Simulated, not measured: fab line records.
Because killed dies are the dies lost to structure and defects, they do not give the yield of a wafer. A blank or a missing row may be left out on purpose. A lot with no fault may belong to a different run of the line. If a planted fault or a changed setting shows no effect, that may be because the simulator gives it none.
Struck lot and sound lot, side by side -- flow sky130 -- 16 out of 708 route steps
Sound: wafers L381.1, L381.2, L381.4. The struck wafers were L394.4, L394.5, L394.6. Last of all comes the cause.
Order at every step that has rows: each side's tool, ch and its chambers, its first start. Under that, the readings that differ: sound wafers -- struck wafers -- difference of the means -- sigmas: that difference in standard deviations of wafers without a fault.
alike: readings whose means differ by less than 2 such deviations, and words and numbers that are the same on both sides. not compared: withheld readings, readings that some wafer has no value for, bounds like >300 that may hide the same value, and numbers for which the record gives no deviation and whose values overlap.
The two part at a step that has a row with sigmas, a row that says differs or no value, or rows on one side only. When numbers do not overlap yet have no deviation, they are printed without sigmas and do not part them. A reading missing from all wafers of one side parts the sides only when that side holds two or more wafers.

first, 1 step without rows for these wafers: SKY_VT_ADJUST_LVTN_IMPLANT_19.
SKY_VT_ADJUST_LVTN_STRIP_20: strips in O2/N2.
  sound on plasmaAsher-04 ch 0,1, day 10 10:55; struck on plasmaAsher-04 ch 0,1, day 14 08:56
  alike: drypumpMotorCurrentA, oesProductAu, stripTimeToEndpointS
  not compared: rfHoursCounterH
SKY_VT_ADJUST_LVTN_TW_MEAS_21:
  struck on filmMetro-01, day 14 09:02; sound on filmMetro-01, day 10 11:01
  alike: VT_ADJUST_LVTN_2_TW
then, 7 steps without rows for these wafers: SKY_VT_ADJUST_NCORE_DEHYDRATE_00 (time 60 s); SKY_VT_ADJUST_NCORE_HMDS_01 (prime time 60 s); SKY_VT_ADJUST_NCORE_COAT_02 (resist thk 1140 nm); SKY_VT_ADJUST_NCORE_SOFTBAKE_03 (time 60 s); SKY_VT_ADJUST_NCORE_EXPOSE_04 (exposes mask LVTN COMPLEMENT THIN, target cd 380 nm); SKY_VT_ADJUST_NCORE_PEB_05; SKY_VT_ADJUST_NCORE_DEVELOP_06 (develop time 60 s).
SKY_VT_ADJUST_NCORE_CD_MEAS_07: target cd 380 nm.
  struck on cdSem-01, day 15 11:20; sound on cdSem-02, day 11 10:44
  alike: cdNm
SKY_VT_ADJUST_NCORE_OVL_MEAS_08:
  struck on overlay-02, day 15 11:25; sound on overlay-01, day 11 10:51
  alike: VT_ADJUST_NCORE_OVL
SKY_VT_ADJUST_NCORE_IMPLANT_09:
  sound on implanter-01 ch 0, day 11 10:53; struck on implanter-04 ch 0, day 15 11:31
reading,sound,struck,difference,sigmas
beamEnergyKeV,9.9998 10.001 10.002,7.7579 7.7540 7.7557,-2.2451,-99 or more
model.implant.rpNm (nm),32.71 32.71 32.71,27.66 27.66 27.66,-5.05,
model.implant.drpNm (nm),17.11 17.11 17.11,14.32 14.32 14.32,-2.79,
SKY_VT_ADJUST_NCORE_STRIP_10: strips in O2/N2.
  sound on plasmaAsher-03 ch 0,1, day 11 11:02; struck on plasmaAsher-03 ch 0,1, day 15 11:37
  alike: drypumpMotorCurrentA, oesProductAu, stripTimeToEndpointS
  not compared: rfHoursCounterH
SKY_VT_ADJUST_NCORE_TW_MEAS_11:
  struck on filmMetro-01, day 15 11:57; sound on filmMetro-02, day 11 11:08
reading,sound,struck,difference,sigmas
VT_ADJUST_NCORE_TW,223.1 222.7 223.3,208.2 207.5 208.9,-14.8,-5
  not compared: hold
-- here the record skips 36 days between the struck wafers' starts before and after, leaving off in module VT_ADJUST_NCORE and picking up in module PAD_OPEN (first step shown: number 708 of the route) --
SKY_PAD_OPEN_PROBE_99:
  struck on prober-01, day 51 02:57; sound on prober-02, day 47 21:25
reading,sound,struck,difference,sigmas
model.etest.resPwellUnderGate.rsOhmSq,2275 2273 2265,2322 2309 2316,+45,
model.etest.pfetG5v0d10v5.offLog10AUm,-12.88 -12.64 -12.89,-13.26 -13.34 -13.26,-0.48,
model.etest.pfetG5v0d10v5.vtSatV (V),-0.6791 -0.6405 -0.6653,-0.7122 -0.7153 -0.7188,-0.0538,
model.etest.pfet_16v.vtV (V),-1.139 -1.123 -1.13,-1.153 -1.158 -1.157,-0.025,
model.etest.pfetG5v0d10v5.vtV (V),-0.8685 -0.8336 -0.8543,-0.8799 -0.8835 -0.8899,-0.0323,
model.etest.pfetG5v0d10v5.vtLongV (V),-0.9608 -0.9507 -0.9554,-0.9785 -0.9759 -0.9798,-0.0224,
  alike: killed_at_M0_to_M3, killed_at_M4_up, killedAtContacts, killedAtFrontEnd, killedAtOther, killedDies, killedOpen, killedShort
  not compared: model.etest.nfet_16v.rOnOhmUm, model.etest.nfetG5v0d10v5.bodyRiseV

== WHERE THEY PART ==
Last at SKY_VT_ADJUST_NCORE_TW_MEAS_11 as far as this record goes, first at SKY_VT_ADJUST_NCORE_IMPLANT_09. Later steps at which nothing parts them and some readings are alike: SKY_PAD_OPEN_PROBE_99.

WHY: what the simulator had put in
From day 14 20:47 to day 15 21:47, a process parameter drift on implanter-04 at SKY_VT_ADJUST_NCORE_IMPLANT_09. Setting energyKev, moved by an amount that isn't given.
